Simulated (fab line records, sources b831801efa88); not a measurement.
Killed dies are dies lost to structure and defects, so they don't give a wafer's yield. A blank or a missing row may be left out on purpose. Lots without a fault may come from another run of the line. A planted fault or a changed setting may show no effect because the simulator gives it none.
A struck lot beside a sound one | flow sky130 | 15 steps out of a route of 708
Sound: wafers L210.1, L210.4, L210.5. Struck: wafer L220.6. (L220.1, L220.5 of the same lot were not struck and are left out.) The cause comes at the end.
At each step with rows: each side's tool, then ch and its chambers, then its first start. Under that, the readings that differ: sound wafers | struck wafers | difference of the means | sigmas: that difference in standard deviations of wafers without a fault.
alike: readings whose means differ by less than 2 such deviations, and words and numbers that are the same on both sides. not compared: withheld readings, readings that some wafer has no value for, bounds like >300 that may hide the same value, and numbers for which the record gives no deviation and whose values overlap.
The two part at a step that has a row with sigmas, a row that says differs or no value, or rows on one side only. Numbers that don't overlap but have no deviation are shown without sigmas and don't part them. A reading that every wafer of one side lacks parts them only if that side has two wafers or more.

first, 8 steps without rows for these wafers: SKY_FIELD_ISO_DEHYDRATE_05 (time 60 s); SKY_FIELD_ISO_HMDS_06 (prime time 60 s); SKY_FIELD_ISO_COAT_07 (resist thk 60 nm); SKY_FIELD_ISO_COAT_08 (resist thk 450 nm); SKY_FIELD_ISO_SOFTBAKE_09 (time 90 s); SKY_FIELD_ISO_EXPOSE_10 (exposes mask FOM, target cd 150 nm); SKY_FIELD_ISO_PEB_11; SKY_FIELD_ISO_DEVELOP_12 (develop time 60 s).
SKY_FIELD_ISO_CD_MEAS_13: target cd 150 nm.
  sound on cd_sem-01, day 2 03:40; struck on cd_sem-02, day 4 09:24
  alike: cd_nm
SKY_FIELD_ISO_ETCH_14: etches BARC in N2/H2, stops on SiO2, time 45.9 s, target depth 60 nm.
  sound on rie_diel-03 ch 1,3, day 2 03:47; struck on rie_diel-04 ch 2, day 4 09:31
  alike: drypump_motor_current_A, oes_product_au, rf_fwd_power_W, throttle_valve_pct
  not compared: rf_hours_counter_h
SKY_FIELD_ISO_ETCH_15: etches the open film in CHF3/O2, stops on Si, target depth 180 nm, time 72 s.
  sound on rie_diel-03 ch 1,3, day 2 03:49; struck on rie_diel-04 ch 2, day 4 09:34
  alike: drypump_motor_current_A, oes_product_au, rf_fwd_power_W, throttle_valve_pct
  not compared: rf_hours_counter_h
SKY_FIELD_ISO_STRIP_16: strips in O2/N2.
  sound on plasma_asher-04 ch 0,1, day 2 03:53; struck on plasma_asher-04 ch 1, day 4 09:37
  alike: drypump_motor_current_A, oes_product_au, strip_time_to_endpoint_s
  not compared: rf_hours_counter_h
SKY_FIELD_ISO_ETCH_17: etches Si in HBr/Cl2/O2, target depth 342 nm, time 97.7 s.
  sound on rie_si-02 ch 0,1, day 2 03:59; struck on rie_si-01 ch 0, day 4 09:43
  reading                               | sound                | struck | difference | sigmas
  oes_product_au (a.u.)                 | 0.993 0.996 1.006    | 1.068  | +0.070     | +9
  rf_fwd_power_W (W)                    | 597.4 596.1 597.4    | 692.8  | +95.8      | +48
  throttle_valve_pct (%)                | 25.653 25.657 25.661 | 25.616 | -0.041     | -4
  model.etch.depth_nm (nm)              | 339.6 338.2 338.4    | 374.6  | +35.9      |
  model.FIELD_ISO.feature_depth_nm (nm) | 339.6 338.2 338.4    | 374.6  | +35.9      |
  alike: drypump_motor_current_A
  not compared: rf_hours_counter_h
then, 1 step without rows for these wafers: SKY_FIELD_ISO_WET_ETCH_18 (etches Si3N4 in H3PO4, target depth 25 nm, time 286 s).
-- the record jumps here: 44 days lie between the struck wafers' starts before and after (it left off in module FIELD_ISO and takes up again in module PAD_OPEN, whose first step shown is number 708 of the route) --
SKY_PAD_OPEN_PROBE_99:
  sound on prober-01, day 45 15:27; struck on prober-01, day 48 16:26
  reading                                 | sound                         | struck    | difference | sigmas
  model.etest.res_p_drift_20v.line_ohm_um | 1.103e+04 1.121e+04 1.129e+04 | 1.453e+04 | +3.353e+03 |
  model.etest.res_p_drift_20v.rs_ohm_sq   | 9154 9122 9154                | 1.233e+04 | +3.187e+03 |
  model.etest.pfet_16v.r_on_ohm_um        | 1.518e+04 1.499e+04 1.5e+04   | 1.736e+04 | +2.303e+03 |
  model.etest.res_iso_pwell.rs_ohm_sq     | 3007 3018 3002                | 4511      | +1502      |
  model.etest.res_iso_pwell.line_ohm_um   | 1134 1126 1139                | 1734      | +601       |
  model.etest.res_nwell.rs_ohm_sq         | 939.4 939.9 950.5             | 1074      | +131       |
  model.etest.res_nwell.line_ohm_um       | 1132 1122 1132                | 1253      | +124       |
  model.etest.pfet_16v.drive_ua_um        | 245.9 245.2 246.3             | 215.9     | -29.9      |
  alike: killed_at_M0_to_M3, killed_at_M4_up, killed_at_contacts, killed_at_front_end, killed_at_other, killed_dies, killed_open, killed_short

WHERE THEY PART
Only at SKY_FIELD_ISO_ETCH_17, within this record. Later steps at which nothing parts them and some readings are alike: SKY_PAD_OPEN_PROBE_99.

WHY: what the simulator had put in
Process parameter drift: rie_si-01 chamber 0, from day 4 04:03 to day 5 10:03, at SKY_FIELD_ISO_ETCH_17. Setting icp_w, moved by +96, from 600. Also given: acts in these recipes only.
